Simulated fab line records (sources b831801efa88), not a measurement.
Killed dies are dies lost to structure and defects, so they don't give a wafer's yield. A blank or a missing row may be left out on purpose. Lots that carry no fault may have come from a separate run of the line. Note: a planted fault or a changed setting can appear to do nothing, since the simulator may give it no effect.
Struck lot and sound lot, side by side ; flow sky130 ; 30 steps out of a route of 708
Sound: wafers L444.1, L444.2, L444.3. Wafers L433.1, L433.4, L433.5 were the ones struck. The cause comes at the end.
Per side, at each step with rows, come the tool, then ch with its chambers, and then its first start. Under that, the readings that differ: sound wafers ; struck wafers ; difference of the means ; sigmas: that difference in standard deviations of wafers without a fault.
alike: same words and numbers on both sides, and readings whose means sit less than 2 such deviations apart. not compared: any withheld reading, any reading some wafer has no value for, any bound like >300 that may hide the same value, and any number with overlapping values for which the record gives no deviation.
A row with sigmas, a row that says differs or no value, or rows on one side alone: a step with any of these is where the two part. Numbers that have no deviation but don't overlap get no sigmas and don't part them. A reading that every wafer of one side lacks parts them only if that side has two wafers or more.

first, 5 steps without rows for these wafers: SKY_SONOS_ONO_COAT_08 (resist thk 1140 nm); SKY_SONOS_ONO_SOFTBAKE_09 (time 60 s); SKY_SONOS_ONO_EXPOSE_10 (exposes mask ONOM, target cd 410 nm); SKY_SONOS_ONO_PEB_11; SKY_SONOS_ONO_DEVELOP_12 (develop time 60 s).
SKY_SONOS_ONO_CD_MEAS_13: target cd 410 nm.
  struck on cd-sem-02, day 16 05:52; sound on cd-sem-01, day 20 07:25
  alike: cd-nm
SKY_SONOS_ONO_OVL_MEAS_14:
  struck on overlay-01, day 16 05:59; sound on overlay-02, day 20 07:32
  alike: SONOS_ONO_OVL
SKY_SONOS_ONO_ETCH_15: etches the open film in CHF3/O2, target depth 19.52 nm, time 7.8 s.
  sound on rie-diel-02 ch 0,1,3, day 20 07:34; struck on rie-diel-01 ch 1,2,3, day 16 06:01
  alike: drypump-motor-current-A, oes-product-au, throttle-valve-pct
  not compared: rf-hours-counter-h
then, 1 step without rows for these wafers: SKY_SONOS_ONO_WET_ETCH_16 (etches SiO2 in dHF, target depth 14 nm, time 280 s).
SKY_SONOS_ONO_STRIP_17: strips in O2/N2.
  sound on plasma-asher-02 ch 0,1, day 20 07:40; struck on plasma-asher-04 ch 0, day 16 06:07
  alike: drypump-motor-current-A, o2-flow-sccm, oes-product-au, strip-time-to-endpoint-s
  not compared: rf-hours-counter-h
then, 2 steps without rows for these wafers: SKY_SONOS_ONO_WET_ETCH_18 (etches Si3N4 in H3PO4, target depth 15 nm, time 172 s); SKY_GATE_OXIDE_CLEAN_00 (cleans in SC1/SC2, time 150 s).
SKY_GATE_OXIDE_OXIDATION_01: stabilise 600 s, purge 300 s, target thk 10.268 nm.
  sound on furnace-02 ch 0, day 20 07:53; struck on furnace-02 ch 0, day 16 08:11
reading;sound;struck;difference;sigmas
spike-tc-bottom-C (C);914.9 917.7 918.3;905.3 904.5 903.8;-12.4;-10
spike-tc-centre-C (C);901.5 900.6 901.3;886.2 887.7 886.8;-14.2;-11
spike-tc-lower-C (C);901.2 898.8 900.8;886.8 887.1 887.3;-13.2;-12
spike-tc-top-C (C);910.4 911.0 911.2;897.0 898.0 897.9;-13.2;-5
spike-tc-upper-C (C);900.5 899.8 901.6;887.6 886.5 887.6;-13.4;-14
zone-power-lower-pct (%);17.17 17.29 17.23;16.58 16.45 16.78;-0.63;-4
model.SiO2_of_GATE_OXIDE_OXIDATION_01.thk-nm (nm);9.922 10.05 10.05;8.727 8.614 8.618;-1.354;
  alike: zone-power-upper-pct
SKY_GATE_OXIDE_THK_MEAS_02:
  struck on film-metro-03, day 16 09:36; sound on film-metro-01, day 20 09:17
reading;sound;struck;difference;sigmas
GATE_OXIDE_OXIDATION_00_THK (nm);9.94 10.06 10.09;8.79 8.59 8.62;-1.36;-7
then, 7 steps without rows for these wafers: SKY_GATE_OXIDE_DEHYDRATE_03 (time 60 s); SKY_GATE_OXIDE_HMDS_04 (prime time 60 s); SKY_GATE_OXIDE_COAT_05 (resist thk 1140 nm); SKY_GATE_OXIDE_SOFTBAKE_06 (time 60 s); SKY_GATE_OXIDE_EXPOSE_07 (exposes mask LVOM, target cd 600 nm); SKY_GATE_OXIDE_PEB_08; SKY_GATE_OXIDE_DEVELOP_09 (develop time 60 s).
SKY_GATE_OXIDE_OVL_MEAS_10:
  struck on overlay-01, day 17 13:52; sound on overlay-02, day 21 16:07
  alike: GATE_OXIDE_OVL
then, 2 steps without rows for these wafers: SKY_GATE_OXIDE_IMPLANT_11; SKY_GATE_OXIDE_WET_ETCH_12 (etches SiO2 in dHF, target depth 16.8 nm, time 336 s).
SKY_GATE_OXIDE_STRIP_13: strips in O2/N2.
  sound on plasma-asher-04 ch 0,1, day 21 16:24; struck on plasma-asher-03 ch 0,1, day 17 14:09
reading;sound;struck;difference;sigmas
strip-time-to-endpoint-s (s);14.28 14.25 14.21;14.15 14.17 14.15;-0.09;-2
  alike: drypump-motor-current-A, o2-flow-sccm, oes-product-au
  not compared: rf-hours-counter-h
SKY_GATE_OXIDE_TW_MEAS_14:
  struck on film-metro-03, day 17 14:15; sound on film-metro-04, day 21 16:30
  alike: GATE_OXIDE_TW
then, 1 step without rows for these wafers: SKY_GATE_OXIDE_CLEAN_15 (cleans in SC1/SC2, time 150 s).
SKY_GATE_OXIDE_OXIDATION_16: stabilise 600 s, purge 300 s, target thk 3.57 nm.
  sound on furnace-02 ch 0, day 21 16:37; struck on furnace-01 ch 0, day 17 15:12
reading;sound;struck;difference;sigmas
model.SiO2_of_GATE_OXIDE_OXIDATION_01.thk-nm (nm);11.31 11.45 11.42;10.25 10.17 10.17;-1.20;
  alike: spike-tc-bottom-C, spike-tc-centre-C, spike-tc-lower-C, spike-tc-top-C, spike-tc-upper-C, zone-power-lower-pct, zone-power-upper-pct
then, 1 step without rows for these wafers: SKY_POLY_GATE_CVD_00 (deposits poly-Si, target thk 180 nm, time 720 s).
-- the record jumps here: 31 days lie between the struck wafers' starts before and after (it left off in module POLY_GATE and takes up again in module PAD_OPEN, whose first step shown is number 708 of the route) --
SKY_PAD_OPEN_PROBE_99:
  struck on prober-01, day 48 14:21; sound on prober-01, day 51 00:56
reading;sound;struck;difference;sigmas
model.etest.nfet_16v.r-on-ohm-um;1.374e+04 1.374e+04 1.361e+04;1.299e+04 1.294e+04 1.291e+04;-7.500e+02;
model.etest.pfet-g5v0d10v5.r-on-ohm-um;4673 4781 4714;4462 4523 4365;-273;
model.etest.tip-sonos.rs-ohm-sq;2630 2684 2635;2460 2433 2403;-218;
model.etest.nfet-g5v0d10v5.r-on-ohm-um;1829 1860 1858;1742 1767 1729;-103;
model.etest.nfet-g5v0d10v5.drive-ua-um;629.8 612.9 620.4;696.8 698.7 698.3;+76.9;
model.etest.nfet_05v0_nvt.drive-ua-um;593.9 587 589.5;651.8 655.8 658.1;+65.1;
model.etest.pfet-g5v0d10v5.drive-ua-um;350.4 342.6 343.7;374.8 370.8 384.4;+31.1;
model.etest.nfet_16v.drive-ua-um;231.6 229.6 231.7;261.1 264.1 265.7;+32.7;
  alike: killed_at_M0_to_M3, killed_at_M4_up, killed-at-contacts, killed-at-front-end, killed-at-other, killed-dies, killed-open, killed-short

## WHERE THEY PART
Earliest at SKY_GATE_OXIDE_OXIDATION_01; latest, in this record, at SKY_GATE_OXIDE_STRIP_13. Later steps at which nothing parts them and some readings are alike: SKY_GATE_OXIDE_TW_MEAS_14, SKY_GATE_OXIDE_OXIDATION_16, SKY_PAD_OPEN_PROBE_99.

WHY: what the simulator had put in
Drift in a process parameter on furnace-02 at SKY_GATE_OXIDE_OXIDATION_01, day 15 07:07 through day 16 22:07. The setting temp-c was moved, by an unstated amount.
